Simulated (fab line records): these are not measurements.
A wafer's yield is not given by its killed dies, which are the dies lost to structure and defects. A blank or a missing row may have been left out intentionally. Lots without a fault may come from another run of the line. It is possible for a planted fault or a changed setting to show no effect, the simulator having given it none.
Chamber matching ; flow gf180mcu ; GF_SAB_CVD_00 on pecvd-02 has 3 sister chambers
The step deposits SiO2 from TEOS, target thk 50 nm, time 4.9302 s. 3 wafers are shown with their chamber, then 8 later ones without.

== EACH WAFER AND ITS CHAMBER ==
wafer;chamber;heater_power_w (W)
L807.1;0;581
L807.4;1;690
L810.2;2;622

== WAFERS MISSING THEIR CHAMBER ==
wafer;heater_power_w (W)
L810.3;665
L810.6;740
L816.2;686
L816.3;707
L816.5;597
L818.2;691
L818.3;762
L818.4;640

== CHAMBER TAKEN BY EACH ==
wafer;from the rows above;in truth
L810.3;can't be placed: 1 or 2 or 0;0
L810.6;1;1
L816.2;can't be placed: 1 or 2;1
L816.3;1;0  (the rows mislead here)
L816.5;can't be placed: 0 or 2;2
L818.2;1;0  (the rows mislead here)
L818.3;1;1
L818.4;can't be placed: 2 or 1 or 0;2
Correct placement for 2 of the 8. Cannot be placed on the basis of these rows: 4; the candidates contain the true chamber in 4. 2 placed wrongly.
How it was worked out, from the rows above alone: a wafer's distance from a chamber is the root of the sum, over the readings, of the square of ((its reading less the chamber's mean) divided by the reading's scatter). If the next closest chamber is less than 2 further off than the closest, the wafer can't be placed; otherwise it belongs to the closest. The mean given for a chamber averages the wafers shown for that chamber. The scatter: with one shown wafer a chamber, the root of the mean of the squares of how far each hidden wafer lies from its nearest shown one.
